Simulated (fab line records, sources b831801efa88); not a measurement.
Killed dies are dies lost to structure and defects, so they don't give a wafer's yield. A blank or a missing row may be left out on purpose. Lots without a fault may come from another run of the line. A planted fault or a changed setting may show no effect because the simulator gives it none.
Which tool did it? | flow sky130 | 11 lots, 33 wafers sampled, at 1 step of a route of 708

WHAT THE GAUGES READ, wafer by wafer
SKY_VIA3_OVL_MEAS_13.
lot  | measured     | on         | VIA3_OVL (nm)
L318 | day 40 22:53 | overlay-01 | -7 -9 -10
L317 | day 41 00:10 | overlay-02 | 1 3 -4
L321 | day 41 12:07 | overlay-02 | 2 -7 1
L325 | day 42 09:17 | overlay-01 | -3 -11 -5
L327 | day 43 03:46 | overlay-02 | -6 -2 1
L328 | day 43 08:47 | overlay-02 | -2 -5 -4
L329 | day 43 11:57 | overlay-01 | 3 -1 -2
L330 | day 43 14:37 | overlay-01 | -3 -6 -5
L335 | day 44 22:55 | overlay-02 | -11 -4 3
L337 | day 45 14:56 | overlay-02 | -4 0 2
L338 | day 45 21:50 | overlay-01 | -1 -2 -5

WHICH TOOL RAN EACH LOT (tool, then ch and the chambers of the sampled wafers, then the start)
The record holds no process step before these readings.

THE ANSWER, worked out from the rows above alone
Rule: what is usual is taken from the lots themselves. Put in order of their means at a reading, lots are off if they are a third of the lots or fewer, leave a main group of 4 or more, and stand apart from it by a gap of 3 or more times the standard deviation of the main group's means; of several such gaps the widest counts. A main group whose means are all the same, to the digits that the tables above print for the reading, isn't used. A lot without any number at a reading at which 4 lots or more have one is off too. The other lots that the step has rows for count as sound.
No lot is off at any reading shown: from this, nothing can be told.

WHAT THE SIMULATOR HAD PUT IN
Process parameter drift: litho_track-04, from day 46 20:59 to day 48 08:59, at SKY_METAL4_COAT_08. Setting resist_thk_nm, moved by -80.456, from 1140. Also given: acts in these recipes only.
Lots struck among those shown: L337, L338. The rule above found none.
